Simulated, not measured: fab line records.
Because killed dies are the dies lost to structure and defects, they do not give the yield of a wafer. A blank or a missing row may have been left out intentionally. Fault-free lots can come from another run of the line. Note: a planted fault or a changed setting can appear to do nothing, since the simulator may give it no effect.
A single fault, viewed from 2 desks | flow gf180mcu | numbers are kept per desk, each desk with only its own; the story behind them comes last

## THE METROLOGY DESK
What the gauges read, lot by lot, whatever tool the lot ran on: means of the sampled wafers that have a number. Any lot whose mean is over 4 standard deviations away from the usual mean is out of limits and marked OUT; that distance is given in the brackets. It has 8 readings; the 7 that lie furthest out on some lot are the ones shown.
Columns: A = NWELL_OVL at GF_NWELL_OVL_MEAS_07, usual -0.3 nm; B = NWELL_TW at GF_NWELL_TW_MEAS_11, usual 1565; C = LVPWELL_OVL at GF_LVPWELL_OVL_MEAS_07, usual 0.4 nm; D = LVPWELL_TW at GF_LVPWELL_TW_MEAS_11, usual 556; E = MVSD_TW at GF_MVSD_TW_MEAS_11, usual 1567; F = MVPSD_OVL at GF_MVPSD_OVL_MEAS_07, usual -1.3 nm; G = MVPSD_TW at GF_MVPSD_TW_MEAS_11, usual 549.9
lot  | first seen here | A    | B    | C    | D   | E    | F    | G
L667 | day 3 12:19     | 1.1  | 1578 | 0.6  | 562 | 1566 | -1.6 | 555.4
L668 | day 3 16:58     | -1.1 | 1548 | 2.4  | 552 | 1560 | -2.4 | 546.5
L669 | day 3 23:08     | 1.8  | 1584 | -0.7 | 555 | 1551 | -1.1 | 547.1
L678 | day 6 03:21     | 1.7  | 1575 | -1.6 | 555 | 1574 | -1.4 | 547.9
L679 | day 6 08:11     | 1.3  | 1561 | -1.9 | 554 | 1570 | -1.3 | 551.4
L686 | day 7 22:37     | -1.6 | 1562 | 0.8  | 560 | 1569 | -0.8 | 549.2
This desk's verdict: no lot among the 6 shows anything out of limits.

## AT THE TOOL OWNER'S DESK: lithoTrack-03
The tool's own readings at GF_LVPWELL_DEVELOP_06 (develop time 60 s): means of the sampled wafers that have a number, for each lot that ran on this tool. Any lot whose mean is over 4 standard deviations away from the usual mean is out of limits and marked OUT; that distance is given in the brackets.
Columns: A = developerTempC at GF_LVPWELL_DEVELOP_06, usual 23.02 C
lot  | first seen here | A
L667 | day 4 00:00     | 23.01
L678 | day 6 18:00     | 23.01
L679 | day 6 23:00     | 23.00
This desk's verdict: no lot among the 3 shows anything out of limits.

## ALL TOGETHER
From the metrology desk's view, nothing was out of limits.
Nothing out of limits was seen by the tool owner's desk.

## WHAT THE SIMULATOR HAD PUT IN
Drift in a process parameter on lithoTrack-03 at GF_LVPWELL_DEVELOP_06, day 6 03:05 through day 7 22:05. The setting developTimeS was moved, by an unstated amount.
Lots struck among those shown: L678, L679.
